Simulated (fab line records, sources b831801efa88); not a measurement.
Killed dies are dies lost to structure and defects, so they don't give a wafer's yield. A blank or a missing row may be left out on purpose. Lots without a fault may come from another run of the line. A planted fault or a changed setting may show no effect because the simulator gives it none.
fab line records | flow sky130
record lots=14 wafers=42 last_day=50
route steps=708 shown VIA3@578 PAD_OPEN@708
lots that met no fault: from a run of the same line without faults
start_h: hours from the record's first day to the start of the lot's first wafer shown | wait_h: hours since the lot's step before | " the same as in the row above | L1.1+2: a row that stands for several wafers | - no value, or no start given | * or withheld: withheld | < > ~ a bound
route shown NAME@n: a module of which the file shows steps, and the number in the route of the first | usual: mean/standard deviation of fault-free wafers | same: alike in all rows | chamber/n: place in a boat | sites: the reading at each site | _std_site: their standard deviation | _edge_site: outer sites' mean less inner sites' | radius_mm: how far each site lies from the wafer's centre | mask NAME#n: copy n | behind: the tool/chamber that last shaped the wafer | hold: why the lot was held/for how many hours/how that ended | device: the transistor (n, p or np) that didn't switch | end of line: the same wafers' tests at the end of the route | a step without rows: its recipe alone | killed: dies lost to structure and defects at the first sort, not the wafer's yield | map: a wafer's dies, x killed, . not, _ none there
set.NAME: the setting as run; set.NAME@STEP: as run at that earlier step | model.NAME: the simulator's own value behind a step, which no gauge read
steps of the route over a sample of lots; a table a step, a row a wafer
## steps
# step SKY_VIA3_HMDS_05
# recipe prime_time_s=60 prime_temp_c=120
# usual prime_temp_c=120.00/0.13
# columns lot.wafer tool chamber start_h wait_h prime_temp_c
L160.3 litho_track-03 0 919.73 0.1 120.02
L160.5 " 0 " " 119.78
L160.6 " 0 " " 119.88
L161.3 litho_track-01 0 924.71 0.1 119.87
L161.4 " 0 " " 119.83
L161.6 " 0 " " 119.87
L162.2 litho_track-03 0 931.91 0.1 119.96
L162.4 " 0 " " 119.90
L162.6 " 0 " " 119.63
L163.1 litho_track-01 0 937.51 0.1 119.99
L163.5 " 0 " " 120.00
L163.6 " 0 " " 119.87
L165.4 litho_track-01 0 952.88 0.1 120.11
L165.5 " 0 " " 120.19
L165.6 " 0 " " 120.08
L167.2 litho_track-01 0 993.94 0.1 120.05
L167.4 " 0 " " 120.32
L167.6 " 0 " " 120.26
L170.1 litho_track-03 0 998.24 0.1 120.14
L170.4 " 0 " " 120.11
L170.5 " 0 " " 120.11
L171.4 litho_track-03 0 1002.81 0.1 123.06
L171.5 " 0 " " 122.89
L171.6 " 0 " " 122.83
L172.2 litho_track-01 0 1007.94 0.1 119.86
L172.3 " 0 " " 120.02
L172.5 " 0 " " 119.90
L173.1 litho_track-03 0 1017.39 0.1 122.96
L173.5 " 0 " " 123.02
L173.6 " 0 " " 122.98
L174.1 litho_track-01 0 1024.36 0.1 119.90
L174.2 " 0 " " 120.16
L174.4 " 0 " " 120.14
L178.1 litho_track-01 0 1046.06 0.1 119.94
L178.2 " 0 " " 119.95
L178.3 " 0 " " 119.95
L179.1 litho_track-01 0 1054.96 0.1 119.93
L179.2 " 0 " " 120.05
L179.4 " 0 " " 120.13
L181.1 litho_track-01 0 1058.36 0.1 119.81
L181.4 " 0 " " 119.70
L181.6 " 0 " " 119.92
# step SKY_PAD_OPEN_PROBE_99
# usual defect_limited_yield=82.3/1.8 killed_at_M0_to_M3=44/7.2 killed_at_M4_up=3.1/1.8 killed_at_contacts=24/4.5 killed_at_front_end=16/4.4 killed_at_other=0.2/0.42 killed_dies=87/8.9 killed_open=48/6.4 killed_short=39/6.2 sort_bin_3_pad_short=0.9/0.46 sort_bin_5_function=10.5/1.6 sort_bin_6_memory=6.3/1.1 sort_n_pass=405/8.9 sort_yield_pct=82.3/1.8
# same gross_dies=492 killed_at_back_side=0 sort_bin_4_leakage[%]=0 sort_bin_8_speed[%]=0
# columns lot.wafer tool chamber start_h wait_h defect_limited_yield[%] killed_at_M0_to_M3 killed_at_M4_up killed_at_contacts killed_at_front_end killed_at_other killed_dies killed_open killed_short sort_bin_3_pad_short[%] sort_bin_5_function[%] sort_bin_6_memory[%] sort_n_pass sort_yield_pct[%]
L162.2 prober-01 - 1084.22 0.1 82.3 36 2 28 21 0 87 49 38 0.8 12.4 4.5 405 82.3
L162.4 prober-01 - 1084.32 0.2 81.3 50 7 20 15 0 92 40 52 0.8 10.2 7.7 400 81.3
L162.6 prober-01 - 1084.42 0.2 80.3 48 5 29 15 0 97 50 47 2.2 10.2 7.3 395 80.3
L163.1 prober-02 - 1088.31 0.1 84.1 41 6 21 10 0 78 51 27 0.2 10.0 5.7 414 84.1
L163.5 prober-02 - 1088.51 0.2 83.9 47 7 16 9 0 79 45 34 0.8 8.3 6.9 413 83.9
L163.6 prober-02 - 1088.56 0.2 83.9 43 3 20 13 0 79 42 37 0.6 7.7 7.7 413 83.9
L170.1 prober-01 - 1139.77 0.1 82.9 39 2 27 16 0 84 43 41 0.4 11.0 5.7 408 82.9
L170.4 prober-01 - 1139.92 0.2 86.4 25 4 23 15 0 67 34 33 0.4 7.9 5.3 425 86.4
L170.5 prober-01 - 1139.97 0.2 81.5 42 6 24 19 0 91 42 49 1.0 10.6 6.9 401 81.5
L178.1 prober-01 - 1177.34 0.1 81.9 41 3 22 22 1 89 56 33 1.2 11.0 5.9 403 81.9
L178.2 prober-01 - 1177.39 0.1 79.9 39 4 32 24 0 99 51 48 1.0 12.8 6.3 393 79.9
L178.3 prober-01 - 1177.44 0.2 81.3 39 2 32 19 0 92 51 41 1.2 11.2 6.3 400 81.3
# killed by level:class
L162.2 VIA1:geometric_particle:open=11 CONTACT:geometric_particle:open=10 FIELD_ISO:geometric_particle:open=6 VIA2:geometric_particle:open=6 LI_CONTACT:geometric_particle:short=5 LOCAL_INTERCONNECT:geometric_particle:short=4 POLY_GATE:geometric_particle:open=4 LI_CONTACT:geometric_particle:open=4
L162.4 VIA1:geometric_particle:open=16 CONTACT:geometric_particle:short=7 METAL4:geometric_particle:short=7 VIA1:geometric_particle:short=6 POLY_GATE:geometric_particle:short=5 LI_CONTACT:geometric_particle:short=5 VIA3:geometric_particle:open=5 CONTACT:geometric_particle:open=5
L162.6 CONTACT:geometric_particle:open=10 LI_CONTACT:geometric_particle:open=7 CONTACT:geometric_particle:short=7 VIA1:geometric_particle:open=7 METAL1:geometric_particle:short=6 VIA2:geometric_particle:short=6 VIA2:geometric_particle:open=6 VIA1:geometric_particle:short=5
L163.1 VIA2:geometric_particle:open=9 CONTACT:geometric_particle:open=8 VIA1:geometric_particle:open=6 VIA3:geometric_particle:open=6 LI_CONTACT:geometric_particle:open=5 CONTACT:geometric_particle:short=5 METAL1:geometric_particle:open=5 POLY_GATE:geometric_particle:open=4
L163.5 VIA1:geometric_particle:open=10 CONTACT:geometric_particle:open=9 VIA3:geometric_particle:open=7 VIA2:geometric_particle:open=6 METAL1:geometric_particle:short=5 POLY_GATE:geometric_particle:short=4 METAL4:geometric_particle:short=4 VIA1:geometric_particle:short=4
L163.6 VIA1:geometric_particle:open=12 LI_CONTACT:geometric_particle:open=7 VIA1:geometric_particle:short=7 CONTACT:geometric_particle:open=6 VIA3:geometric_particle:open=5 METAL1:geometric_particle:short=5 METAL2:geometric_particle:short=5 VIA2:geometric_particle:open=4
L170.1 VIA1:geometric_particle:open=12 POLY_GATE:geometric_particle:open=7 LI_CONTACT:geometric_particle:short=6 CONTACT:geometric_particle:open=6 METAL2:geometric_particle:short=6 LI_CONTACT:geometric_particle:open=5 CONTACT:geometric_particle:short=5 VIA3:geometric_particle:open=5
L170.4 LI_CONTACT:geometric_particle:open=7 VIA1:geometric_particle:open=7 FIELD_ISO:geometric_particle:short=6 CONTACT:geometric_particle:open=5 LI_CONTACT:geometric_particle:short=5 METAL2:geometric_particle:short=4 METAL4:geometric_particle:short=3 CONTACT:geometric_particle:short=3
L170.5 CONTACT:geometric_particle:open=11 POLY_GATE:geometric_particle:short=7 METAL2:geometric_particle:short=7 VIA1:geometric_particle:open=7 METAL4:geometric_particle:short=6 VIA3:geometric_particle:open=6 VIA1:geometric_particle:short=5 METAL3:geometric_particle:short=5
L178.1 VIA1:geometric_particle:open=10 CONTACT:geometric_particle:open=10 VIA2:geometric_particle:open=7 FIELD_ISO:geometric_particle:open=6 VIA3:geometric_particle:open=6 POLY_GATE:geometric_particle:open=5 POLY_GATE:geometric_particle:short=4 LI_CONTACT:geometric_particle:open=4
L178.2 CONTACT:geometric_particle:open=10 VIA1:geometric_particle:open=8 POLY_GATE:geometric_particle:open=7 LI_CONTACT:geometric_particle:open=7 LI_CONTACT:geometric_particle:short=7 FIELD_ISO:geometric_particle:open=6 POLY_GATE:geometric_particle:short=6 METAL1:geometric_particle:short=6
L178.3 CONTACT:geometric_particle:open=12 VIA1:geometric_particle:open=10 CONTACT:geometric_particle:short=8 FIELD_ISO:geometric_particle:open=7 LI_CONTACT:geometric_particle:open=7 METAL1:geometric_particle:short=7 VIA1:geometric_particle:short=6 FIELD_ISO:geometric_particle:short=5
## key
first_sign step=SKY_VIA3_HMDS_05 reading=prime_temp_c direction=up sigmas=22 usual=* struck=*
effect none on later readings
met_at SKY_VIA3_HMDS_05
struck_lots L171,L173
onset_between 998.24 1002.81
fault kind=process_parameter_drift tool=litho_track-03 chamber=- onset_h=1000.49 steps=SKY_VIA3_HMDS_05 channel=prime_temp_c offset=* shape=step end_h=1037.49 acts_in=* stated=*
